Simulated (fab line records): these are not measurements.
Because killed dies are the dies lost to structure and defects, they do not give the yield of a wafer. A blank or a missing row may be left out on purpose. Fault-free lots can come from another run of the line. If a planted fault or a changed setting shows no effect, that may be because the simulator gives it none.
One fault through the eyes of 2 desks ; flow sky130 ; each desk holds nothing but its own numbers, with what lay behind them at the end

== DESK OF THE TOOL OWNER: iline-stepper-02 ==
The tool's own readings at SKY_VT_ADJUST_HVTP_EXPOSE_04 (exposes mask HVTPM, target cd 380 nm): means of the sampled wafers that have a number, for each lot that ran on this tool. Marked OUT: a lot whose mean sits more than 4 standard deviations from the usual mean, which makes it out of limits; the brackets give that distance.
Columns: A = focus-offset-nm at SKY_VT_ADJUST_HVTP_EXPOSE_04, usual 0.0 nm
lot;first seen here;A
L736;day 7 13:16;-0.2
L737;day 7 23:55;-0.3
L741;day 8 21:28;0.5
L742;day 9 01:24;0.7
L747;day 10 08:49;-0.4
This desk found nothing out of limits on any of the 5 lots.

== FROM THE METROLOGY DESK ==
Means of the sampled wafers that have a number, per lot and without regard to the tool the lot ran on: this is what the gauges read. Marked OUT: a lot whose mean sits more than 4 standard deviations from the usual mean, which makes it out of limits; the brackets give that distance.
Columns: A = PWDE_OVL at SKY_PWDE_OVL_MEAS_07, usual 1.2 nm; B = VT_ADJUST_HVTP_OVL at SKY_VT_ADJUST_HVTP_OVL_MEAS_08, usual 0.0 nm; C = cd-nm at SKY_LOCAL_INTERCONNECT_CD_MEAS_11, usual 169.9 nm
lot;first seen here;A;B;C
L729;day 3 21:14;1.8;-1.2;168.7
L731;day 4 10:38;2.2;1.4;169.3
L734;day 5 00:26;0.2;0.5;171.6
L733;day 5 00:38;-0.6;-1.1;169.8
L736;day 5 10:59;3.8;-0.5;166.6
L737;day 5 17:15;2.9;0.9;172.3
L741;day 6 16:59;1.3;1.5;169.8
L742;day 6 21:11;2.1;279.2 (+99 or more) OUT;169.8
L745;day 7 15:45;0.9;0.1;167.8
L747;day 8 02:59;-0.4;276.8 (+99 or more) OUT;171.7
L749;day 8 16:27;2.0;1.0;170.7
L752;day 9 05:06;-0.2;0.0;170.7
This desk finds L742, L747 out of limits, with the earliest case on L742 at day 9 11:28 (VT_ADJUST_HVTP_OVL at SKY_VT_ADJUST_HVTP_OVL_MEAS_08). In limits: L729, L731, L734, L733, L736, L737, L741, L745, L749, L752.

== ALL TOGETHER ==
Metrology desk: alarm possible at day 9 11:28 on L742, L747.
Nothing out of limits was seen by the tool owner's desk.
The tool owner's desk has L742, L747 on record, within its limits.
All the named lots went through SKY_VT_ADJUST_HVTP_EXPOSE_04 on iline-stepper-02.

== WHAT THE SIMULATOR PUT IN ==
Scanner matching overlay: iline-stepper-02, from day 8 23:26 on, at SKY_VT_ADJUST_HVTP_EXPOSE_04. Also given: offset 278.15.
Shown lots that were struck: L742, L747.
Per desk, hours elapsed from the start of the fault to the first reading out of limits: for the metrology desk, 12.
